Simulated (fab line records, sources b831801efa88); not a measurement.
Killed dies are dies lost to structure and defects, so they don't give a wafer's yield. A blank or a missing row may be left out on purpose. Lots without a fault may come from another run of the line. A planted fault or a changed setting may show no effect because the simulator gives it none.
Split-lot experiment | flow gf180mcu | 5 lots, 23 wafers read, on a route of 602 steps

THE SPLIT
At GF_MIM_SPUTTER_09 (material TiN, target thk 35 nm, time 29.2 s), the setting power_w was moved away from the recipe's 6500 W on 10 of the 23 wafers read, by -5.3% to +11.3%. The other wafers ran this setting at the recipe's value.

The reading is taken at the split's own step.

THE READING
TiN_of_MIM_SPUTTER_09.thk_nm (the simulator's own value, which no gauge read), in nm, at GF_MIM_SPUTTER_09 (material TiN, target thk 35 nm, time 29.2 s). The file gives no usual value for it. The 13 wafers here that ran the recipe average 35.07 nm, standard deviation 0.27 nm.

wafer  | tool, chamber at the split | power_w as run, W | against the recipe | TiN_of_MIM_SPUTTER_09.thk_nm, nm | against lot-mates on the recipe
L074.1 | pvd_sputter-02, -          | 6500              | recipe             | 35.41                            | -
L074.2 | pvd_sputter-02, -          | 6500              | recipe             | 35.51                            | -
L074.3 | pvd_sputter-02, -          | 6167              | -5.1%              | 33.46                            | -2.05
L074.5 | pvd_sputter-02, -          | 6500              | recipe             | 35.61                            | -
L074.6 | pvd_sputter-02, -          | 6167              | -5.1%              | 33.78                            | -1.73
L076.1 | pvd_sputter-02, -          | 6500              | recipe             | 34.96                            | -
L076.3 | pvd_sputter-02, -          | 6500              | recipe             | 34.95                            | -
L076.6 | pvd_sputter-02, -          | 6500              | recipe             | 34.97                            | -
L080.1 | pvd_sputter-02, -          | 7236              | +11.3%             | 38.92                            | +4.00
L080.2 | pvd_sputter-02, -          | 6500              | recipe             | 34.97                            | -
L080.3 | pvd_sputter-02, -          | 7236              | +11.3%             | 38.93                            | +4.01
L080.4 | pvd_sputter-02, -          | 6500              | recipe             | 34.88                            | -
L080.5 | pvd_sputter-02, -          | 7236              | +11.3%             | 39.11                            | +4.19
L082.1 | pvd_sputter-03, -          | 6157              | -5.3%              | 33.33                            | -1.50
L082.2 | pvd_sputter-03, -          | 6157              | -5.3%              | 33.06                            | -1.77
L082.3 | pvd_sputter-03, -          | 6500              | recipe             | 34.88                            | -
L082.4 | pvd_sputter-03, -          | 6500              | recipe             | 34.71                            | -
L082.6 | pvd_sputter-03, -          | 6500              | recipe             | 34.9                             | -
L083.1 | pvd_sputter-02, -          | 6500              | recipe             | 34.88                            | -
L083.3 | pvd_sputter-02, -          | 6908              | +6.3%              | 37.44                            | +2.36
L083.4 | pvd_sputter-02, -          | 6908              | +6.3%              | 37.31                            | +2.23
L083.5 | pvd_sputter-02, -          | 6500              | recipe             | 35.27                            | -
L083.6 | pvd_sputter-02, -          | 6908              | +6.3%              | 37.33                            | +2.25

THE FIT
A straight line over all 23 wafers: TiN_of_MIM_SPUTTER_09.thk_nm changes by +0.343 nm for each +1% of power_w; r = +0.99; the points scatter about the line by 0.25 nm.
The same after taking each lot's own level away (the mean of its wafers on the recipe; 23 wafers): +0.355 nm for each +1%; r = +1.00; scatter 0.13 nm.
On that fit, the largest move of power_w shifts the reading by 4 nm.
The lots' own levels span 34.830 to 35.510 nm, that is 2.5 times the standard deviation above.
So the lot-to-lot level changes the slope little: the two slopes agree.
Check: with one of the wafers moved furthest among these (+11.3%) left out of the fit, the line predicts +4.06 nm for it against its lot-mates. It came out at +4 nm against them.

OTHER SPLITS ON THESE WAFERS
These wafers also went through other splits before the reading. Each is held against what the fit with the lots' levels taken away leaves over:
other split on the same wafers | wafers away from the commonest value | r with TiN_of_MIM_SPUTTER_09.thk_nm (lot level and that fit taken away)
GF_V4_ETCH_16 ion_energy_ev    | 9                                    | +0.00
GF_V4_SPUTTER_22 time_s        | 8                                    | -0.27

THE FILE'S OWN FIT
TiN_of_MIM_SPUTTER_09.thk_nm changes by +0.355 nm for each +1% of power_w, r = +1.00.
